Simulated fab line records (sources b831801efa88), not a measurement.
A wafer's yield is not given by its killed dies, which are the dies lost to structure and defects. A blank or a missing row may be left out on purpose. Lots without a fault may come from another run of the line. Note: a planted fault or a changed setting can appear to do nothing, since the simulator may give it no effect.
Which of the tools did it?	flow gf180mcu	at 1 step of a route of 602, 7 lots with 21 wafers sampled

## WHAT EACH GAUGE READ, for each wafer
GF_V4_BOW_MEAS_05.
lot	measured	on	V4_BOW (um)
L268	day 24 23:40	film metro-04	152 152 127
L275	day 27 15:03	film metro-04	121 131 136
L277	day 28 08:02	film metro-04	137 133 122
L279	day 28 17:56	film metro-03	144 132 148
L282	day 29 10:57	film metro-03	127 143 144
L284	day 30 03:55	film metro-03	130 137 143
L286	day 30 17:55	film metro-03	119 132 132

## WHAT TOOL EACH LOT RAN ON (gives the tool, then ch and the chambers of the sampled wafers, and finally the start)
There is no process step in the record ahead of these readings.

## THE ANSWER, worked out from the rows above alone
Rule: the usual values come from the lots themselves. The widest of any qualifying gaps counts: lots, ordered by their means at a reading, are off when they make up no more than a third of the lots, leave a main group of 4 or more, and stand apart from it by 3 or more times the standard deviation of that group's means. If all means in a main group match to the digits the tables above print for the reading, that group is not used. Also off: a lot with no number at a reading for which 4 or more lots have one. Any other lot the step has rows for is counted as sound.
No lot is off on any of the readings shown, so nothing can be concluded from this.

## WHAT HAD BEEN PUT IN BY THE SIMULATOR
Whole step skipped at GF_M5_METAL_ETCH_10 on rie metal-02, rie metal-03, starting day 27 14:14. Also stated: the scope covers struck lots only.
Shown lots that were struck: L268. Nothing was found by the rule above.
